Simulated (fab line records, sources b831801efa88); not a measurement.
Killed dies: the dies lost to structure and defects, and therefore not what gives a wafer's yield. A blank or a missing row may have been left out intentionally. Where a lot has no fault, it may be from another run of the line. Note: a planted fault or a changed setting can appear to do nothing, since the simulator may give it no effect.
Which tool is to blame? ; flow sky130 ; 33 wafers from 11 lots sampled at 6 of the route's 708 steps

== WHAT EACH GAUGE READ, for each wafer ==
The record holds no reading of a measuring or inspecting step that can be judged against a usual standard deviation.

== WHAT TOOL EACH LOT RAN ON (gives the tool, then ch and the chambers of the sampled wafers, and finally the start) ==
lot;SKY_METAL1_SPUTTER_00;SKY_METAL1_ETCH_18;SKY_METAL1_STRIP_20;SKY_VIA1_CMP_02;SKY_VIA1_ETCH_15;SKY_PAD_OPEN_PROBE_99
L104;pvdSputter-02, day 32 02:39;rieMetal-02 ch 0,1, day 33 06:04;plasmaAsher-02 ch 0,1, day 33 06:13;cmp-01 ch 0,2, day 33 07:05;rieDiel-03 ch 1,2,3, day 34 09:42;prober-02, day 46 09:01
L109;pvdSputter-02, day 33 20:10;rieMetal-04 ch 0,1, day 34 23:13;plasmaAsher-04 ch 0,1, day 34 23:23;cmp-02 ch 0,2, day 35 00:08;rieDiel-01 ch 0,2, day 36 02:36;prober-01, day 47 12:53
L112;pvdSputter-03, day 34 14:30;rieMetal-04 ch 0,1, day 35 17:13;plasmaAsher-01 ch 0,1, day 35 17:23;cmp-01 ch 0,1,2, day 35 18:17;rieDiel-03 ch 0,1,3, day 36 20:47;prober-02, day 48 01:31
L116;pvdSputter-01, day 36 01:48;rieMetal-04 ch 0,1, day 37 03:29;plasmaAsher-01 ch 0,1, day 37 03:38;cmp-02 ch 0,1,2, day 37 04:28;rieDiel-03 ch 0,1,3, day 38 07:09;prober-01, day 49 03:56
L117;pvdSputter-03, day 36 11:51;rieMetal-04 ch 0,1, day 37 14:55;plasmaAsher-01 ch 0,1, day 37 15:05;cmp-01 ch 0,2,3, day 37 15:59;rieDiel-01 ch 1,2,3, day 38 17:22;prober-02, day 49 09:29
L118;pvdSputter-03, day 36 20:26;rieMetal-02 ch 0,1, day 37 23:31;plasmaAsher-02 ch 0,1, day 37 23:43;cmp-02 ch 0,1,3, day 38 00:29;rieDiel-01 ch 0,1,2, day 39 02:09;prober-02, day 49 16:46
L119;pvdSputter-01, day 37 07:26;rieMetal-03 ch 0, day 38 10:19;plasmaAsher-02 ch 0,1, day 38 10:42;cmp-01 ch 1,2, day 38 11:35;rieDiel-01 ch 0,1, day 39 13:06;prober-02, day 50 01:07
L120;pvdSputter-03, day 37 07:31;rieMetal-02 ch 1, day 38 10:22;plasmaAsher-01 ch 0,1, day 38 10:31;cmp-01 ch 2,3, day 38 11:17;rieDiel-02 ch 0,3, day 39 12:49;prober-01, day 49 23:37
L123;pvdSputter-01, day 38 15:04;rieMetal-03 ch 0,1, day 39 16:28;plasmaAsher-04 ch 0,1, day 39 16:37;cmp-02 ch 0,1,3, day 39 17:26;rieDiel-01 ch 1,2, day 40 18:26;prober-01, day 50 19:50
L126;pvdSputter-01, day 39 01:10;rieMetal-03 ch 0,1, day 40 02:55;plasmaAsher-04 ch 0,1, day 40 03:04;cmp-01 ch 0,1,3, day 40 03:59;rieDiel-02 ch 0,2, day 41 05:00;prober-01, day 51 04:37
L124;pvdSputter-02, day 39 02:10;rieMetal-02 ch 0,1, day 40 03:29;plasmaAsher-04 ch 0,1, day 40 03:38;cmp-01 ch 1,3, day 40 04:32;rieDiel-01 ch 0,2, day 41 05:07;prober-02, day 51 03:10
- SKY_METAL1_SPUTTER_00: material Ti, target thk 15 nm, time 10 s.
- SKY_METAL1_ETCH_18: etches BARC in N2/H2, stops on SiO2, time 45.9 s, target depth 60 nm.
- SKY_METAL1_STRIP_20: strips in O2/N2.
- SKY_VIA1_CMP_02: polishes SiO2.
- SKY_VIA1_ETCH_15: etches SiO2 in C4F8/O2/Ar, stops on TiN, target depth 351 nm, time 54 s.
- SKY_PAD_OPEN_PROBE_99

== WHAT THE TOOLS THEMSELVES READ (means of the sampled wafers that have a number; where no wafer has one, the mark that the record gives instead) ==
SKY_METAL1_SPUTTER_00. Usual: cathodeDcPowerW 3000.0 W, standard deviation 0.5; throttleValvePct 29.8 %, standard deviation 1.2.
lot;tool;cathodeDcPowerW (W);throttleValvePct (%);flag
L104;pvdSputter-02;3000.1;29.5;
L109;pvdSputter-02;3000.4;29.5;
L112;pvdSputter-03;2999.5;29.7;
L116;pvdSputter-01;3000.5;30.8;
L117;pvdSputter-03;3000.6;29.8;
L118;pvdSputter-03;3000.7;29.7;
L119;pvdSputter-01;3000.0;30.3;
L120;pvdSputter-03;3000.5;30.3;
L123;pvdSputter-01;2999.6;30.3;
L126;pvdSputter-01;2999.9;30.3;
L124;pvdSputter-02;3000.4;29.3;

SKY_METAL1_ETCH_18. Usual: drypumpMotorCurrentA 5.5 A, standard deviation 0.53; heBacksideLeakSccm 3.3 sccm, standard deviation 0.4; oesProductAu 0.855 a.u., standard deviation 0.005; throttleValvePct 13.226 %, standard deviation 0.01.
lot;tool;drypumpMotorCurrentA (A);heBacksideLeakSccm (sccm);oesProductAu (a.u.);throttleValvePct (%);flag
L104;rieMetal-02;5.1;3.1;0.850;13.226;
L109;rieMetal-04;5.8;3.2;0.852;13.220;
L112;rieMetal-04;5.3;3.1;0.851;13.231;
L116;rieMetal-04;5.3;3.2;0.814;13.235;OFF
L117;rieMetal-04;5.8;3.2;0.768;13.218;OFF
L118;rieMetal-02;5.0;3.2;0.860;13.219;
L119;rieMetal-03;5.4;3.0;0.851;13.232;
L120;rieMetal-02;4.9;3.1;0.852;13.231;
L123;rieMetal-03;5.6;3.3;0.858;13.220;
L126;rieMetal-03;5.9;3.4;0.855;13.222;
L124;rieMetal-02;5.1;3.2;0.849;13.220;

SKY_METAL1_STRIP_20. Usual: drypumpMotorCurrentA 5.9 A, standard deviation 0.54; oesProductAu 0.343 a.u., standard deviation 0.0052; stripTimeToEndpointS 2.68 s, standard deviation 0.042.
lot;tool;drypumpMotorCurrentA (A);oesProductAu (a.u.);stripTimeToEndpointS (s);flag
L104;plasmaAsher-02;5.7;0.344;2.68;
L109;plasmaAsher-04;5.9;0.340;2.70;
L112;plasmaAsher-01;6.0;0.344;2.71;
L116;plasmaAsher-01;5.8;0.345;2.74;
L117;plasmaAsher-01;6.0;0.351;2.85;OFF
L118;plasmaAsher-02;5.3;0.343;2.71;
L119;plasmaAsher-02;5.3;0.342;2.62;
L120;plasmaAsher-01;6.0;0.344;2.70;
L123;plasmaAsher-04;5.9;0.341;2.63;
L126;plasmaAsher-04;5.8;0.343;2.64;
L124;plasmaAsher-04;5.9;0.344;2.68;

SKY_VIA1_CMP_02. Usual: edgeZonePressureFrac 1.000, standard deviation 0.0053; motorCurrentA 12.0 A, standard deviation 0.63.
lot;tool;edgeZonePressureFrac;motorCurrentA (A);flag
L104;cmp-01;1.002;12.3;
L109;cmp-02;1.008;12.4;
L112;cmp-01;1.007;12.5;
L116;cmp-02;0.999;12.5;
L117;cmp-01;0.999;12.2;
L118;cmp-02;0.999;11.6;
L119;cmp-01;1.002;11.8;
L120;cmp-01;1.003;12.4;
L123;cmp-02;1.003;11.6;
L126;cmp-01;1.000;11.9;
L124;cmp-01;1.002;11.5;

SKY_VIA1_ETCH_15. Usual: oesProductAu 0.983 a.u., standard deviation 0.0058.
lot;tool;oesProductAu (a.u.);flag
L104;rieDiel-03;0.978;
L109;rieDiel-01;0.983;
L112;rieDiel-03;0.980;
L116;rieDiel-03;0.982;
L117;rieDiel-01;0.986;
L118;rieDiel-01;0.984;
L119;rieDiel-01;0.979;
L120;rieDiel-02;0.985;
L123;rieDiel-01;0.983;
L126;rieDiel-02;0.977;
L124;rieDiel-01;0.983;

SKY_PAD_OPEN_PROBE_99. Usual: defectLimitedYield 82.4 %, standard deviation 1.9; killed_at_M0_to_M3 43, standard deviation 6.7; killed_at_M4_up 3.1, standard deviation 1.9; killedAtContacts 25, standard deviation 5; killedAtFrontEnd 15, standard deviation 4; killedAtOther 0.4, standard deviation 0.69; killedDies 87, standard deviation 9.2; killedOpen 46, standard deviation 7.1; killedShort 40, standard deviation 6.8.
lot;tool;defectLimitedYield (%);killed_at_M0_to_M3;killed_at_M4_up;killedAtContacts;killedAtFrontEnd;killedAtOther;killedDies;killedOpen;killedShort;flag
L104;prober-02;81.8;43;4.0;25;17;0.0;89;49;40;
L109;prober-01;81.8;46;5.7;24;14;0.0;90;51;38;
L112;prober-02;82.8;38;3.7;30;13;0.3;85;42;42;
L116;prober-01;81.6;45;2.7;27;15;0.0;90;44;44;
L117;prober-02;83.0;42;1.3;23;16;1.3;84;46;37;
L118;prober-02;82.2;49;3.3;21;14;0.7;88;48;38;
L119;prober-02;82.6;43;2.7;25;14;0.3;86;46;38;
L120;prober-01;81.3;51;4.3;24;12;0.3;92;46;46;
L123;prober-01;81.9;46;2.3;27;13;0.7;89;47;41;
L126;prober-01;82.3;42;2.0;29;14;0.3;87;43;44;
L124;prober-02;82.3;44;2.3;24;17;0.0;87;50;37;

== THE ANSWER, worked out from the rows above alone ==
Rule: lot off if the mean of its wafers having a number is beyond 3 standard deviations from the usual mean. A lot without any number at a reading at which 4 lots or more have one is off too. The other lots that the step has rows for count as sound. Order of review: gauges by route order, followed by the tools' own readings, for which a lot's mean as printed above is used. At the first step where some lot is off, the reading lying furthest off is the one used; lots without a number count as furthest.
Off, at SKY_METAL1_ETCH_18 on oesProductAu: L116, L117.
If a tool, at that step or one of the process steps before it, ran each lot that is off and ran no sound lot following the first of them, it fits. One fits: rieMetal-04 at SKY_METAL1_ETCH_18. A fault onset in the window from L112 (day 35 17:13, its last sound lot) to L116 (day 37 03:29, its first lot off) fits.
The tool's own readings at SKY_METAL1_ETCH_18 bear it out: on the lots that are off they differ by more than 5 times the standard deviation of the sound lots' means. oesProductAu reads 0.791 a.u. there against 0.853 a.u. on the sound lots.

== WHAT THE SIMULATOR HAD PUT IN ==
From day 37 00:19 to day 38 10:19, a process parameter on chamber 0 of rieMetal-04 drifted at SKY_METAL1_ETCH_18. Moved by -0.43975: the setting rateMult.
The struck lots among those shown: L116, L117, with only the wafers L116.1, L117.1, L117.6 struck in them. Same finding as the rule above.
